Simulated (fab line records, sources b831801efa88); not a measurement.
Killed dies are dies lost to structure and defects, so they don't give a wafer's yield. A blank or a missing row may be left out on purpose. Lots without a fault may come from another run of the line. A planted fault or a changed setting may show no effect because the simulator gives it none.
Which tool did it? | flow gf180mcu | 13 lots, 39 wafers sampled, at 4 steps of a route of 602

WHAT THE GAUGES READ, wafer by wafer
GF_VT_IMPLANT_RS_MEAS_49: measures by four-point-probe. Usual: MVPSD_RS 1169 ohm/sq, standard deviation 3.2.
lot  | measured     | on            | MVPSD_RS (ohm/sq) | flag
L497 | day 7 11:12  | film_metro-01 | 1168 1170 1165    |
L498 | day 7 20:34  | film_metro-04 | 1170 1170 1172    |
L500 | day 8 11:35  | film_metro-04 | 1168 1169 1167    |
L501 | day 8 16:31  | film_metro-03 | 1166 1167 1167    |
L502 | day 9 00:02  | film_metro-01 | 1168 1166 1168    |
L507 | day 10 10:11 | film_metro-03 | 1210 1213 1213    | OFF
L509 | day 10 23:33 | film_metro-04 | 1213 1213 1213    | OFF
L510 | day 11 05:54 | film_metro-03 | 1171 1177 1168    |
L513 | day 11 22:50 | film_metro-03 | 1173 1172 1169    |
L514 | day 12 10:29 | film_metro-04 | 1172 1170 1169    |
L515 | day 12 16:12 | film_metro-04 | 1173 1170 1168    |
L519 | day 13 18:58 | film_metro-04 | 1173 1174 1176    |
L520 | day 13 23:32 | film_metro-04 | 1171 1170 1172    |

GF_DUAL_GATE_THK_MEAS_03. Usual: DUAL_GATE_OXIDATION_00_THK 10.90 nm, standard deviation 0.23.
lot  | measured     | on            | DUAL_GATE_OXIDATION_00_THK (nm) | flag
L497 | day 7 13:58  | film_metro-03 | 10.56 10.65 10.57               |
L498 | day 7 22:19  | film_metro-03 | 10.48 10.66 10.52               |
L500 | day 8 13:20  | film_metro-02 | 11.24 11.03 11.04               |
L501 | day 8 18:54  | film_metro-04 | 11.17 11.13 11.02               |
L502 | day 9 02:28  | film_metro-03 | 10.80 10.70 10.76               |
L507 | day 10 12:37 | film_metro-04 | 10.68 10.72 10.73               |
L509 | day 11 01:19 | film_metro-02 | 11.02 11.00 10.95               |
L510 | day 11 07:37 | film_metro-02 | 10.85 10.99 10.71               |
L513 | day 12 00:43 | film_metro-04 | 11.00 11.09 10.87               |
L514 | day 12 12:14 | film_metro-02 | 11.00 11.17 10.92               |
L515 | day 12 18:58 | film_metro-02 | 10.95 10.83 10.89               |
L519 | day 13 20:43 | film_metro-04 | 11.11 10.84 10.80               |
L520 | day 14 01:17 | film_metro-03 | 10.87 11.17 10.81               |

GF_V1_THK_MEAS_01. Usual: V1_CVD_00_THK 601 nm, standard deviation 6.
lot  | measured     | on            | V1_CVD_00_THK (nm) | flag
L497 | day 17 00:02 | film_metro-03 | 618 612 607        |
L498 | day 17 13:10 | film_metro-04 | 598 604 601        |
L500 | day 18 06:26 | film_metro-03 | 617 609 614        |
L501 | day 18 12:58 | film_metro-03 | 604 612 601        |
L502 | day 19 02:34 | film_metro-02 | 598 604 610        |
L507 | day 20 23:27 | film_metro-04 | 599 606 603        |
L509 | day 21 16:17 | film_metro-04 | 606 595 607        |
L510 | day 21 23:10 | film_metro-04 | 592 598 600        |
L513 | day 22 23:07 | film_metro-03 | 595 606 601        |
L514 | day 23 09:47 | film_metro-03 | 598 596 596        |
L515 | day 23 18:05 | film_metro-02 | 583 590 586        |
L519 | day 25 00:26 | film_metro-02 | 597 602 602        |
L520 | day 25 04:41 | film_metro-03 | 602 604 604        |

WHICH TOOL RAN EACH LOT (tool, then ch and the chambers of the sampled wafers, then the start)
lot  | GF_MVPSD_IMPLANT_09
L497 | implanter-04 ch 0, day 4 22:49
L498 | implanter-01 ch 0, day 5 06:32
L500 | implanter-04 ch 0, day 5 19:16
L501 | implanter-03 ch 0, day 6 00:08
L502 | implanter-03 ch 0, day 6 06:53
L507 | implanter-04 ch 0, day 7 13:25
L509 | implanter-04 ch 0, day 8 01:16
L510 | implanter-01 ch 0, day 8 08:00
L513 | implanter-01 ch 0, day 8 22:23
L514 | implanter-03 ch 0, day 9 08:55
L515 | implanter-01 ch 0, day 9 13:49
L519 | implanter-01 ch 0, day 10 13:24
L520 | implanter-03 ch 0, day 10 18:43
- GF_MVPSD_IMPLANT_09

WHAT THE TOOLS THEMSELVES READ (means of the sampled wafers that have a number; where no wafer has one, the mark that the record gives instead)
GF_MVPSD_IMPLANT_09. Usual: beam_on_s 10.02 s, standard deviation 0.2; faraday_current_uA 28.2, standard deviation 0.55.
lot  | tool         | beam_on_s (s) | faraday_current_uA | flag
L497 | implanter-04 | 10.03         | 28.1               |
L498 | implanter-01 | 10.22         | 27.6               |
L500 | implanter-04 | 9.91          | 28.4               |
L501 | implanter-03 | 10.11         | 27.9               |
L502 | implanter-03 | 10.08         | 28.0               |
L507 | implanter-04 | 8.12          | 34.7               | OFF
L509 | implanter-04 | 8.26          | 34.2               | OFF
L510 | implanter-01 | 10.09         | 28.0               |
L513 | implanter-01 | 9.78          | 28.8               |
L514 | implanter-03 | 10.15         | 27.8               |
L515 | implanter-01 | 10.12         | 27.9               |
L519 | implanter-01 | 10.08         | 28.0               |
L520 | implanter-03 | 10.16         | 27.8               |

THE ANSWER, worked out from the rows above alone
Rule: a lot is off if the mean of its wafers that have a number lies more than 3 standard deviations from the usual mean. A lot without any number at a reading at which 4 lots or more have one is off too. The other lots that the step has rows for count as sound. The gauges are gone through in route order, then the tools' own readings, and for those a lot's mean is taken as printed above. The first step at which some lot is off is used, and at that step the reading that is off furthest; a lot without a number counts as furthest.
Off: L507, L509, at GF_VT_IMPLANT_RS_MEAS_49 (MVPSD_RS).
A tool fits if, at a process step before that reading, it ran every lot that is off, and no sound lot after the first of them. The gauges at GF_VT_IMPLANT_RS_MEAS_49 aren't tried: what is off there is off at GF_MVPSD_IMPLANT_09 too, on other tools, and a gauge's error can't cause that. One fits: implanter-04 at GF_MVPSD_IMPLANT_09. Its last sound lot is L500 (day 5 19:16), its first lot that is off L507 (day 7 13:25): a fault that began between those two fits.
The tool's own readings at GF_MVPSD_IMPLANT_09 bear it out: on the lots that are off they differ by more than 5 times the standard deviation of the sound lots' means. beam_on_s reads 8.19 s there against 10.07 s on the sound lots; faraday_current_uA reads 34.5 there against 28.0 on the sound lots.

WHAT THE SIMULATOR HAD PUT IN
Process parameter drift: implanter-04, from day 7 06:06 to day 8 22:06, at GF_MVPSD_IMPLANT_09. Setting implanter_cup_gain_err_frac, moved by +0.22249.
Lots struck among those shown: L507, L509. The rule above found the same.
